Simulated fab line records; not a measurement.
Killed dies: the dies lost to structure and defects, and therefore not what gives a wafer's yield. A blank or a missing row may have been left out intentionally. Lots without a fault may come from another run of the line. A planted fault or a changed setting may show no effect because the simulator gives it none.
fab line records / flow sfqLine
[record] lots = 5 wafers = 15 lastDay = 80
route steps=325 shown JJ@189
lots with no fault: from the same line, run without faults
startH: start of the lot's first displayed wafer, in hours after the record's first day / waitH: time in hours since the lot's previous step / " the same as in the row above / L1.1+2: a single row standing in for several wafers / - value missing, or start not given / * or withheld: withheld / < > ~ a bound
route shown NAME@n: NAME is a module with steps in the file, n the number in the route of the first one / usual: mean and standard deviation over wafers with no fault / same: alike in all rows / chamber/n: place in a boat / sites: per-site readings / _std_site: standard deviation across them / _edge_site: the outer-site mean with the inner-site mean subtracted / radiusMm: for every site, how far away it sits from the centre of the wafer / mask NAME#n: copy n / behind: tool/chamber where the wafer was last shaped / hold: reason for holding the lot/hours on hold/outcome of the hold / device: transistor that didn't switch, given as n, p or np / end of line: tests run on the same wafers once the route is complete / a step given without rows: its recipe and nothing more / killed: at the first sort, the dies lost to defects and structure; wafer yield is something else / map: shows each die of a wafer: x if killed, . if not, _ if none is there
set.NAME: the setting as run; set.NAME@STEP: as run at that earlier step / model.NAME: the simulator's own value behind a step, which no gauge read
lots seen at some steps along the route; tables by step, rows by wafer
services: when a tool's chamber went out of use (startH, in hours from the record's first day, below 0 if earlier), for how many hours, and the reason
[[steps]]
[step SFQ_TRILAYER_JJ_CE_LITHO_PEB_117]
[recipe] pebTempC = 115 pebTimeS = 60 resist = KrF
lot.wafer=L075.1+2+6 tool=lithoTrack-02 chamber=0 startH=891.68 waitH=1.0
lot.wafer=L082.3+5+6 tool=lithoTrack-03 chamber=0 startH=1085.17 waitH=0.7
lot.wafer=L087.2+5+6 tool=lithoTrack-01 chamber=0 startH=1409.90 waitH=0.8
lot.wafer=L089.1+2+5 tool=lithoTrack-02 chamber=0 startH=1416.04 waitH=1.0
lot.wafer=L095.4+5+6 tool=lithoTrack-03 chamber=0 startH=1432.59 waitH=0.5
[step SFQ_TRILAYER_JJ_CE_LITHO_DEVELOP_116]
[recipe] timeS = 60 resist = KrF
[same] timeS = 60
lot.wafer=L075.1+2+6 tool=lithoTrack-02 chamber=0 startH=891.83 waitH=0.1
lot.wafer=L082.3+5+6 tool=lithoTrack-03 chamber=0 startH=1085.32 waitH=0.1
lot.wafer=L087.2+5+6 tool=lithoTrack-01 chamber=0 startH=1410.05 waitH=0.1
lot.wafer=L089.1+2+5 tool=lithoTrack-02 chamber=0 startH=1416.19 waitH=0.1
lot.wafer=L095.4+5+6 tool=lithoTrack-03 chamber=0 startH=1432.74 waitH=0.1
[step SFQ_JJ_OVL_MEAS_931]
[usual] J5_OVL = 4/5.7
lot.wafer=L075.1 tool=overlay-01 chamber=- startH=891.98 waitH=0.1 J5_OVL[nm]=-2
lot.wafer=L075.2 tool=overlay-01 chamber=- startH=891.98 waitH=0.1 J5_OVL[nm]=0
lot.wafer=L075.6 tool=overlay-01 chamber=- startH=891.98 waitH=0.1 J5_OVL[nm]=1
lot.wafer=L082.3 tool=overlay-01 chamber=- startH=1085.43 waitH=0.1 J5_OVL[nm]=0
lot.wafer=L082.5 tool=overlay-01 chamber=- startH=1085.43 waitH=0.1 J5_OVL[nm]=-1
lot.wafer=L082.6 tool=overlay-01 chamber=- startH=1085.43 waitH=0.1 J5_OVL[nm]=3
lot.wafer=L087.2 tool=overlay-01 chamber=- startH=1410.18 waitH=0.1 J5_OVL[nm]=2
lot.wafer=L087.5 tool=overlay-01 chamber=- startH=1410.18 waitH=0.1 J5_OVL[nm]=-6
lot.wafer=L087.6 tool=overlay-01 chamber=- startH=1410.18 waitH=0.1 J5_OVL[nm]=2
lot.wafer=L089.1 tool=overlay-02 chamber=- startH=1416.34 waitH=0.1 J5_OVL[nm]=-4
lot.wafer=L089.2 tool=overlay-02 chamber=- startH=1416.34 waitH=0.1 J5_OVL[nm]=-6
lot.wafer=L089.5 tool=overlay-02 chamber=- startH=1416.34 waitH=0.1 J5_OVL[nm]=-4
lot.wafer=L095.4 tool=overlay-02 chamber=- startH=1432.84 waitH=0.1 J5_OVL[nm]=-1
lot.wafer=L095.5 tool=overlay-02 chamber=- startH=1432.84 waitH=0.1 J5_OVL[nm]=-3
lot.wafer=L095.6 tool=overlay-02 chamber=- startH=1432.84 waitH=0.1 J5_OVL[nm]=3
[step SFQ_TRILAYER_JJ_CE_METRO_MEASURE_117]
[usual] cdNm = 700.1/1.3
lot.wafer=L075.1 tool=cdSem-01 chamber=- startH=892.02 waitH=0.0 cdNm=702.2
lot.wafer=L075.2 tool=cdSem-01 chamber=- startH=892.02 waitH=0.0 cdNm=702.3
lot.wafer=L075.6 tool=cdSem-01 chamber=- startH=892.02 waitH=0.0 cdNm=701.2
lot.wafer=L082.3 tool=cdSem-01 chamber=- startH=1085.85 waitH=0.4 cdNm=698.3
lot.wafer=L082.5 tool=cdSem-01 chamber=- startH=1085.85 waitH=0.4 cdNm=697.7
lot.wafer=L082.6 tool=cdSem-01 chamber=- startH=1085.85 waitH=0.4 cdNm=698.3
lot.wafer=L087.2 tool=cdSem-02 chamber=- startH=1410.41 waitH=0.2 cdNm=701.5
lot.wafer=L087.5 tool=cdSem-02 chamber=- startH=1410.41 waitH=0.2 cdNm=701.9
lot.wafer=L087.6 tool=cdSem-02 chamber=- startH=1410.41 waitH=0.2 cdNm=700.6
lot.wafer=L089.1 tool=cdSem-02 chamber=- startH=1416.38 waitH=0.0 cdNm=700.7
lot.wafer=L089.2 tool=cdSem-02 chamber=- startH=1416.38 waitH=0.0 cdNm=700.2
lot.wafer=L089.5 tool=cdSem-02 chamber=- startH=1416.38 waitH=0.0 cdNm=700.1
lot.wafer=L095.4 tool=cdSem-01 chamber=- startH=1433.45 waitH=0.6 cdNm=702.1
lot.wafer=L095.5 tool=cdSem-01 chamber=- startH=1433.45 waitH=0.6 cdNm=702.2
lot.wafer=L095.6 tool=cdSem-01 chamber=- startH=1433.45 waitH=0.6 cdNm=702.0
[step SFQ_TRILAYER_JJ_CE_BARC_OPEN_RIE_150]
[recipe] maskMaterial = PR chemistry = O2 targetDepthNm = 240 target = BARC icpW = 600 biasW = 80 pressureMtorr = 10 timeS = 80
[usual] biasW = 80.02/0.24 drypumpMotorCurrentA = 5.8/0.36 heBacksideLeakSccm = 3.44/0.2 oesProductAu = 0.538/0.0043
[same] timeS = 80
lot.wafer=L075.1 tool=rieMetal-02 chamber=1 startH=893.22 waitH=1.0 biasW=79.83 drypumpMotorCurrentA=5.2 heBacksideLeakSccm=3.41 oesProductAu=0.540 rfHoursCounterH=123
lot.wafer=L075.2 tool=rieMetal-02 chamber=0 startH=893.22 waitH=1.0 biasW=80.01 drypumpMotorCurrentA=6.5 heBacksideLeakSccm=3.32 oesProductAu=0.534 rfHoursCounterH=70
lot.wafer=L075.6 tool=rieMetal-02 chamber=0 startH=893.22 waitH=1.0 biasW=79.85 drypumpMotorCurrentA=6.5 heBacksideLeakSccm=3.31 oesProductAu=0.530 rfHoursCounterH=-
lot.wafer=L082.3 tool=rieMetal-01 chamber=0 startH=1086.68 waitH=0.6 biasW=80.26 drypumpMotorCurrentA=5.8 heBacksideLeakSccm=3.47 oesProductAu=0.534 rfHoursCounterH=-
lot.wafer=L082.5 tool=rieMetal-01 chamber=1 startH=1086.68 waitH=0.6 biasW=79.80 drypumpMotorCurrentA=5.8 heBacksideLeakSccm=3.45 oesProductAu=0.534 rfHoursCounterH=-
lot.wafer=L082.6 tool=rieMetal-01 chamber=0 startH=1086.68 waitH=0.6 biasW=79.88 drypumpMotorCurrentA=5.8 heBacksideLeakSccm=3.63 oesProductAu=0.543 rfHoursCounterH=-
lot.wafer=L087.2 tool=rieMetal-01 chamber=1 startH=1411.41 waitH=0.8 biasW=80.38 drypumpMotorCurrentA=5.7 heBacksideLeakSccm=3.23 oesProductAu=0.542 rfHoursCounterH=95
lot.wafer=L087.5 tool=rieMetal-01 chamber=1 startH=1411.41 waitH=0.8 biasW=80.11 drypumpMotorCurrentA=5.7 heBacksideLeakSccm=3.27 oesProductAu=0.537 rfHoursCounterH=-
lot.wafer=L087.6 tool=rieMetal-01 chamber=0 startH=1411.41 waitH=0.8 biasW=80.06 drypumpMotorCurrentA=5.8 heBacksideLeakSccm=3.76 oesProductAu=0.538 rfHoursCounterH=-
lot.wafer=L089.1 tool=rieMetal-03 chamber=1 startH=1417.58 waitH=1.0 biasW=80.21 drypumpMotorCurrentA=6.3 heBacksideLeakSccm=3.20 oesProductAu=0.550 rfHoursCounterH=50
lot.wafer=L089.2 tool=rieMetal-03 chamber=0 startH=1417.58 waitH=1.0 biasW=79.97 drypumpMotorCurrentA=5.6 heBacksideLeakSccm=3.39 oesProductAu=0.531 rfHoursCounterH=82
lot.wafer=L089.5 tool=rieMetal-03 chamber=1 startH=1417.58 waitH=1.0 biasW=79.85 drypumpMotorCurrentA=6.3 heBacksideLeakSccm=3.36 oesProductAu=0.536 rfHoursCounterH=-
lot.wafer=L095.4 tool=rieMetal-03 chamber=1 startH=1434.08 waitH=0.4 biasW=79.55 drypumpMotorCurrentA=6.3 heBacksideLeakSccm=3.16 oesProductAu=0.541 rfHoursCounterH=-
lot.wafer=L095.5 tool=rieMetal-03 chamber=1 startH=1434.08 waitH=0.4 biasW=79.71 drypumpMotorCurrentA=6.2 heBacksideLeakSccm=3.45 oesProductAu=0.542 rfHoursCounterH=-
lot.wafer=L095.6 tool=rieMetal-03 chamber=0 startH=1434.08 waitH=0.4 biasW=79.84 drypumpMotorCurrentA=5.5 heBacksideLeakSccm=3.34 oesProductAu=0.544 rfHoursCounterH=-
[step SFQ_TRILAYER_JJ_CE_ETCH_RIE_118]
[recipe] target = Nb stopOn = Al2O3 maskMaterial = PR taperDeg = 13.257 overEtchFrac = 0.15 timeS = 97.7 chemistry = SF6 targetDepthNm = 170 icpW = 600 biasW = 80 pressureMtorr = 10
[usual] biasW = 80.01/0.26 drypumpMotorCurrentA = 5.8/0.37 heBacksideLeakSccm = 3.45/0.19 oesProductAu = 0.991/0.0069
[same] timeS = 97.7
lot.wafer=L075.1 tool=rieMetal-02 chamber=1 startH=893.31 waitH=0.1 biasW=79.85 drypumpMotorCurrentA=5.2 heBacksideLeakSccm=3.51 oesProductAu=0.990 rfHoursCounterH=123
lot.wafer=L075.2 tool=rieMetal-02 chamber=0 startH=893.31 waitH=0.1 biasW=80.03 drypumpMotorCurrentA=6.5 heBacksideLeakSccm=3.30 oesProductAu=0.990 rfHoursCounterH=70
lot.wafer=L075.6 tool=rieMetal-02 chamber=0 startH=893.31 waitH=0.1 biasW=80.09 drypumpMotorCurrentA=6.5 heBacksideLeakSccm=3.36 oesProductAu=0.986 rfHoursCounterH=-
lot.wafer=L082.3 tool=rieMetal-01 chamber=0 startH=1086.78 waitH=0.1 biasW=79.84 drypumpMotorCurrentA=5.7 heBacksideLeakSccm=3.87 oesProductAu=0.988 rfHoursCounterH=-
lot.wafer=L082.5 tool=rieMetal-01 chamber=1 startH=1086.78 waitH=0.1 biasW=79.85 drypumpMotorCurrentA=5.7 heBacksideLeakSccm=3.36 oesProductAu=0.985 rfHoursCounterH=-
lot.wafer=L082.6 tool=rieMetal-01 chamber=0 startH=1086.78 waitH=0.1 biasW=80.01 drypumpMotorCurrentA=5.8 heBacksideLeakSccm=3.74 oesProductAu=0.988 rfHoursCounterH=-
lot.wafer=L087.2 tool=rieMetal-01 chamber=1 startH=1411.50 waitH=0.1 biasW=80.31 drypumpMotorCurrentA=5.8 heBacksideLeakSccm=3.35 oesProductAu=0.997 rfHoursCounterH=95
lot.wafer=L087.5 tool=rieMetal-01 chamber=1 startH=1411.50 waitH=0.1 biasW=80.05 drypumpMotorCurrentA=5.7 heBacksideLeakSccm=3.24 oesProductAu=0.988 rfHoursCounterH=-
lot.wafer=L087.6 tool=rieMetal-01 chamber=0 startH=1411.50 waitH=0.1 biasW=80.09 drypumpMotorCurrentA=5.8 heBacksideLeakSccm=3.69 oesProductAu=1.000 rfHoursCounterH=-
lot.wafer=L089.1 tool=rieMetal-03 chamber=1 startH=1417.67 waitH=0.1 biasW=79.84 drypumpMotorCurrentA=6.3 heBacksideLeakSccm=3.43 oesProductAu=1.002 rfHoursCounterH=50
lot.wafer=L089.2 tool=rieMetal-03 chamber=0 startH=1417.67 waitH=0.1 biasW=80.15 drypumpMotorCurrentA=5.5 heBacksideLeakSccm=3.49 oesProductAu=0.991 rfHoursCounterH=82
lot.wafer=L089.5 tool=rieMetal-03 chamber=1 startH=1417.67 waitH=0.1 biasW=79.94 drypumpMotorCurrentA=6.3 heBacksideLeakSccm=3.57 oesProductAu=1.001 rfHoursCounterH=-
lot.wafer=L095.4 tool=rieMetal-03 chamber=1 startH=1434.18 waitH=0.1 biasW=79.83 drypumpMotorCurrentA=6.3 heBacksideLeakSccm=3.42 oesProductAu=0.992 rfHoursCounterH=-
lot.wafer=L095.5 tool=rieMetal-03 chamber=1 startH=1434.18 waitH=0.1 biasW=80.06 drypumpMotorCurrentA=6.3 heBacksideLeakSccm=3.32 oesProductAu=0.992 rfHoursCounterH=-
lot.wafer=L095.6 tool=rieMetal-03 chamber=0 startH=1434.18 waitH=0.1 biasW=79.81 drypumpMotorCurrentA=5.5 heBacksideLeakSccm=3.52 oesProductAu=0.980 rfHoursCounterH=-
[step SFQ_TRILAYER_JJ_ANODIZE_ANODIZE_119]
[recipe] currentDensityMaCm2 = withheld endCurrentDensityMaCm2 = withheld bathTempC = withheld
lot.wafer=L075.1+2+6 tool=wetBench-06 chamber=6,0,3 startH=893.41 waitH=0.1
lot.wafer=L082.3+5+6 tool=wetBench-05 chamber=7,3,1 startH=1086.85 waitH=0.0
lot.wafer=L087.2+5+6 tool=wetBench-06 chamber=5,7,1 startH=1411.61 waitH=0.1
lot.wafer=L089.1+2+5 tool=wetBench-06 chamber=2,4,3 startH=1417.78 waitH=0.1
lot.wafer=L095.4+5+6 tool=wetBench-06 chamber=2,3,0 startH=1434.25 waitH=0.0
[step SFQ_TRILAYER_JJ_CE_STRIP_STRIP_120]
[recipe] gas = O2 powerW = 200 platenTempC = 40 overashFraction = 0.65 chemistry = O2 pressureMtorr = 50
[usual] drypumpMotorCurrentA = 5.9/0.49 heBacksideLeakSccm = 3.42/0.25 oesProductAu = 1.001/0.011
lot.wafer=L075.1 tool=rieMetal-01 chamber=1 startH=893.91 waitH=0.0 drypumpMotorCurrentA=5.7 heBacksideLeakSccm=3.11 oesProductAu=0.994 rfHoursCounterH=18
lot.wafer=L075.2 tool=rieMetal-01 chamber=0 startH=893.91 waitH=0.0 drypumpMotorCurrentA=5.8 heBacksideLeakSccm=3.25 oesProductAu=0.989 rfHoursCounterH=155
lot.wafer=L075.6 tool=rieMetal-01 chamber=1 startH=893.91 waitH=0.0 drypumpMotorCurrentA=5.8 heBacksideLeakSccm=3.12 oesProductAu=0.992 rfHoursCounterH=-
lot.wafer=L082.3 tool=rieMetal-01 chamber=1 startH=1087.60 waitH=0.2 drypumpMotorCurrentA=5.7 heBacksideLeakSccm=3.24 oesProductAu=0.984 rfHoursCounterH=-
lot.wafer=L082.5 tool=rieMetal-01 chamber=0 startH=1087.60 waitH=0.2 drypumpMotorCurrentA=5.8 heBacksideLeakSccm=3.29 oesProductAu=1.001 rfHoursCounterH=-
lot.wafer=L082.6 tool=rieMetal-01 chamber=1 startH=1087.60 waitH=0.2 drypumpMotorCurrentA=5.7 heBacksideLeakSccm=3.14 oesProductAu=0.995 rfHoursCounterH=-
lot.wafer=L087.2 tool=rieMetal-01 chamber=1 startH=1412.11 waitH=0.0 drypumpMotorCurrentA=5.7 heBacksideLeakSccm=3.30 oesProductAu=1.004 rfHoursCounterH=95
lot.wafer=L087.5 tool=rieMetal-01 chamber=0 startH=1412.11 waitH=0.0 drypumpMotorCurrentA=5.8 heBacksideLeakSccm=3.79 oesProductAu=1.012 rfHoursCounterH=-
lot.wafer=L087.6 tool=rieMetal-01 chamber=1 startH=1412.11 waitH=0.0 drypumpMotorCurrentA=5.7 heBacksideLeakSccm=3.25 oesProductAu=1.003 rfHoursCounterH=-
lot.wafer=L089.1 tool=rieMetal-02 chamber=1 startH=1418.28 waitH=0.0 drypumpMotorCurrentA=5.2 heBacksideLeakSccm=3.35 oesProductAu=0.983 rfHoursCounterH=46
lot.wafer=L089.2 tool=rieMetal-02 chamber=1 startH=1418.28 waitH=0.0 drypumpMotorCurrentA=5.2 heBacksideLeakSccm=3.35 oesProductAu=0.996 rfHoursCounterH=-
lot.wafer=L089.5 tool=rieMetal-02 chamber=1 startH=1418.28 waitH=0.0 drypumpMotorCurrentA=5.2 heBacksideLeakSccm=3.32 oesProductAu=0.999 rfHoursCounterH=-
lot.wafer=L095.4 tool=rieMetal-02 chamber=0 startH=1435.00 waitH=0.2 drypumpMotorCurrentA=6.5 heBacksideLeakSccm=3.43 oesProductAu=1.008 rfHoursCounterH=-
lot.wafer=L095.5 tool=rieMetal-02 chamber=1 startH=1435.00 waitH=0.2 drypumpMotorCurrentA=5.2 heBacksideLeakSccm=3.42 oesProductAu=1.001 rfHoursCounterH=-
lot.wafer=L095.6 tool=rieMetal-02 chamber=0 startH=1435.00 waitH=0.2 drypumpMotorCurrentA=6.5 heBacksideLeakSccm=3.39 oesProductAu=1.015 rfHoursCounterH=-
[[services]]
tool=cdSem-01 chamber=- startH=893.22 hours=1.2 kind=pm
tool=cdSem-01 chamber=- startH=960.91 hours=1.5 kind=pm
tool=cdSem-01 chamber=- startH=964.21 hours=0.8 kind=pm
tool=rieMetal-03 chamber=- startH=983.29 hours=1.4 kind=pm
tool=wetBench-06 chamber=- startH=992.20 hours=16.9 kind=repair
tool=cdSem-01 chamber=- startH=1011.59 hours=8.4 kind=pm
tool=cdSem-01 chamber=- startH=1019.94 hours=0.2 kind=pm
tool=rieMetal-01 chamber=- startH=1037.22 hours=4.5 kind=repair
tool=cdSem-01 chamber=- startH=1080.99 hours=1.0 kind=pm
tool=cdSem-01 chamber=- startH=1096.21 hours=2.9 kind=repair
tool=rieMetal-03 chamber=- startH=1118.96 hours=0.3 kind=repair
tool=wetBench-06 chamber=- startH=1120.47 hours=1.2 kind=repair
tool=cdSem-01 chamber=- startH=1144.91 hours=1.5 kind=pm
tool=cdSem-01 chamber=- startH=1194.87 hours=0.7 kind=pm
tool=wetBench-06 chamber=- startH=1201.91 hours=1.3 kind=repair
tool=cdSem-01 chamber=- startH=1234.21 hours=0.4 kind=pm
tool=rieMetal-02 chamber=- startH=1248.71 hours=1.4 kind=pm
tool=rieMetal-01 chamber=1 startH=1255.69 hours=4.8 kind=repair
tool=cdSem-01 chamber=- startH=1260.28 hours=0.6 kind=pm
tool=rieMetal-02 chamber=- startH=1272.87 hours=14.6 kind=pm
tool=cdSem-01 chamber=- startH=1328.91 hours=0.6 kind=pm
tool=cdSem-01 chamber=- startH=1378.87 hours=2.0 kind=pm
tool=rieMetal-02 chamber=0 startH=1416.76 hours=6.2 kind=repair
tool=rieMetal-01 chamber=- startH=1422.01 hours=0.2 kind=repair
[[key]]
fault none
